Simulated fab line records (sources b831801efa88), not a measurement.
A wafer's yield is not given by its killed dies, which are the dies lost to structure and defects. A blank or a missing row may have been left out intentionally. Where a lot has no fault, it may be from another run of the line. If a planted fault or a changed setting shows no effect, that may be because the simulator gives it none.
2 desks, one fault	flow sky130	numbers are kept per desk, each desk with only its own; the story behind them comes last

## AT THE METROLOGY DESK
Lot by lot, what the gauges showed, no matter which tool ran the lot: averages of those sampled wafers that carry a number. If a lot's mean is further than 4 standard deviations from the usual mean, the lot is out of limits and carries the mark OUT (the distance appears in the brackets).
Columns: A = VIA2_OVL at SKY_VIA2_OVL_MEAS_13, usual 0 nm; B = VIA2_W_RS at SKY_VIA2_RS_MEAS_22, usual 0.2723 ohm/sq; C = VIA2_W_THK at SKY_VIA2_THK_MEAS_23, usual 431 nm
lot	first seen here	A	B	C
L742	day 37 23:13	1	0.2745	438
L740	day 38 03:55	-2	0.2736	416
L738	day 38 04:55	-5	0.2702	446
L741	day 38 07:31	-2	0.2723	422
L743	day 38 17:10	-6	0.2709	423
L750	day 40 09:43	-1	0.2728	429
L752	day 40 17:20	-1	0.2647	446
L753	day 41 02:28	-3	0.2641	431
L754	day 41 16:04	-1	0.2593 (-4.7) OUT	466
L756	day 41 23:35	0	0.2656	444
L760	day 43 00:34	4	0.2719	442
This desk reports L754 out of limits; the earliest was L754 at day 41 16:59 (VIA2_W_RS at SKY_VIA2_RS_MEAS_22). L742, L740, L738, L741, L743, L750, L752, L753, L756, L760 stayed within limits.

## THE TOOL OWNER'S DESK: cvdW-02
The tool's own readings at SKY_VIA2_CVD_21 (deposits W, target thk 420 nm, time 126.4 s): means of the sampled wafers that have a number, for each lot that ran on this tool. If a lot's mean is further than 4 standard deviations from the usual mean, the lot is out of limits and carries the mark OUT (the distance appears in the brackets).
Columns: A = chamberPressureTorr at SKY_VIA2_CVD_21, usual 40.01 Torr; B = heaterPowerW at SKY_VIA2_CVD_21, usual 824 W
lot	first seen here	A	B
L742	day 38 00:01	39.97	862
L740	day 38 04:45	40.10	815
L741	day 38 08:21	39.95	857
L750	day 40 10:31	39.99	815
L752	day 40 18:09	41.82 (+20) OUT	787
L753	day 41 03:17	41.80 (+20) OUT	805
L754	day 41 16:52	43.57 (+40) OUT	800
L756	day 42 00:25	42.77 (+31) OUT	815
Finding of this desk: L752, L753, L754, L756 out of limits; the first was L752 at day 40 18:09, on chamberPressureTorr at SKY_VIA2_CVD_21. L742, L740, L741, L750 stayed within limits.

## TAKEN TOGETHER
An alarm could have come from the tool owner's desk at day 40 18:09, on L752, L753, L754, L756.
L754 would have let the metrology desk raise an alarm at day 41 16:59.
The metrology desk holds a record of L752, L753, L756, inside its limits.
The lots listed all ran SKY_VIA2_CVD_21 on cvdW-02.

## WHAT THE SIMULATOR PUT IN
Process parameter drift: cvdW-02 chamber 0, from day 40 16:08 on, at SKY_VIA2_CVD_21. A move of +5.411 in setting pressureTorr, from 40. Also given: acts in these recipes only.
Shown lots that were struck: L752, L753, L754, L756.
Counting hours from when the fault started, the first reading out of limits came at 2 for the tool owner's desk and at 25 for the metrology desk.
